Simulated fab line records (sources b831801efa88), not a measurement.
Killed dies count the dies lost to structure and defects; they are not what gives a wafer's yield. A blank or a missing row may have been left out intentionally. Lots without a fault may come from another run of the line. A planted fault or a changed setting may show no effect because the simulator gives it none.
Comparing a struck lot with a sound one ; flow gf180mcu ; 21 steps out of a route of 602
Sound: wafers L148.2, L148.5, L148.6. Wafers struck: L158.2, L158.3, L158.6. At the end, the cause is stated.
At each step with rows: each side's tool, then ch and its chambers, then its first start. Under that, the readings that differ: sound wafers ; struck wafers ; difference of the means ; sigmas: that difference in standard deviations of wafers without a fault.
alike: words and numbers the same on both sides, and readings whose means are apart by under 2 such deviations; not compared: readings that were withheld, readings missing a value for some wafer, numbers with overlapping values and no deviation given by the record, and bounds like >300 which may hide the same value.
A row with sigmas, a row that says differs or no value, or rows on one side alone: a step with any of these is where the two part. Non-overlapping numbers with no deviation appear without sigmas and do not part them. Lack of a reading on every wafer of one side parts them only where that side has two or more wafers.

first, 3 steps without rows for these wafers: GF_M3_STRIP_18 (strips in post etch residue remover, time 1200 s); GF_M3_CLEAN_19 (cleans in DIW); GF_V3_CVD_00 (deposits SiO2, target thk 600 nm, time 100 s).
GF_V3_THK_MEAS_01:
  sound: filmMetro-02 at day 25 11:41; struck: filmMetro-02 at day 28 07:53
  alike: V3_CVD_00_THK
GF_V3_CVD_02: deposits SiO2 from TEOS, target thk 850 nm, time 94.851 s.
  sound on pecvd-03 ch 0,1,2, day 25 11:44; struck on pecvd-01 ch 0,1,2, day 28 07:56
  alike: heaterPowerW
GF_V3_THK_MEAS_03:
  sound: filmMetro-04 at day 25 11:49; struck: filmMetro-04 at day 28 08:01
  alike: V3_CVD_02_THK
GF_V3_CMP_04: polishes SiO2.
  sound on cmp-02 ch 0,3, day 25 11:55; struck on cmp-02 ch 0,1,2, day 28 08:11
  alike: motorCurrentA, timeToEndpointS
GF_V3_BOW_MEAS_05:
  sound: filmMetro-04 at day 25 12:11; struck: filmMetro-02 at day 28 08:26
  alike: V3_BOW
then, 4 steps without rows for these wafers: GF_V3_DEHYDRATE_06 (time 60 s); GF_V3_HMDS_07 (prime time 60 s); GF_V3_COAT_08; GF_V3_COAT_09 (resist thk 1000 nm).
GF_V3_SOFTBAKE_10: time 60 s.
  sound on lithoTrack-03 ch 0, day 25 22:00; struck on lithoTrack-02 ch 0, day 28 17:00
reading;sound;struck;difference;sigmas
heaterPowerTotalW (W);92.86 92.89 93.16;108.61 108.67 108.53;+15.63;+99 or more
plateTempC (C);130.12 130.05 130.12;146.47 146.35 146.27;+16.27;+99 or more
model.KrF_of_V3_COAT_09.thkNm (nm);1000 1001 1005;975.1 977 980;-24.6;
  alike: resistLineTempC
then, 2 steps without rows for these wafers: GF_V3_EXPOSE_11 (exposes mask Via3, target cd 260 nm); GF_V3_PEB_12 (peb time 90 s).
GF_V3_DEVELOP_13: develop time 60 s.
  sound on lithoTrack-03 ch 0, day 26 09:05; struck on lithoTrack-01 ch 0, day 29 04:13
reading;sound;struck;difference;sigmas
model.KrF_of_V3_COAT_09.thkNm (nm);985.3 986.3 990.1;960.4 962.3 965.4;-24.5;
  alike: resistLineTempC
GF_V3_CD_MEAS_14 targets a cd of 260 nm.
  sound: cdSem-02 at day 26 09:14; struck: cdSem-02 at day 29 04:22
reading;sound;struck;difference;sigmas
cdNm (nm);260.9 260.8 260.9;326.3 326.5 325.6;+65.3;+54
GF_V3_OVL_MEAS_15:
  sound: overlay-01 at day 26 09:20; struck: overlay-02 at day 29 04:29
  alike: V3_OVL
GF_V3_ETCH_16: etches BARC in N2/H2.
  sound on rieDiel-04 ch 0,2,3, day 26 09:22; struck on rieDiel-04 ch 0,1, day 29 04:31
reading;sound;struck;difference;sigmas
model.V3.cdNm (nm);260.8 261.1 261.2;326.2 326.3 325;+64.8;
  alike: drypumpMotorCurrentA, h2FlowSccm, oesProductAu, throttleValvePct
GF_V3_ETCH_17: etches SiO2 in C4F8/O2/Ar, stops on TiN, target depth 635 nm.
  sound on rieDiel-04 ch 0,2,3; struck on rieDiel-04 ch 0,1
reading;sound;struck;difference;sigmas
model.V3.cdNm (nm);260.9 261 261.1;326 326.2 325.1;+65;
  alike: oesProductAu
GF_V3_STRIP_18: strips in O2/N2.
  sound on plasmaAsher-01 ch 0,1, day 26 09:30; struck on plasmaAsher-01 ch 0,1, day 29 04:38
  alike: drypumpMotorCurrentA, heaterPowerW, oesProductAu
  not compared: rfHoursCounterH

WHERE THEY PART
Last at GF_V3_CD_MEAS_14 as far as this record goes, first at GF_V3_SOFTBAKE_10. Later steps at which nothing parts them and some readings are alike: GF_V3_OVL_MEAS_15, GF_V3_ETCH_16, GF_V3_ETCH_17, GF_V3_STRIP_18.

WHY: the cause the simulator had injected
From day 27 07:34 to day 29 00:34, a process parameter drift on lithoTrack-02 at GF_V3_SOFTBAKE_10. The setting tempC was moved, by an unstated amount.
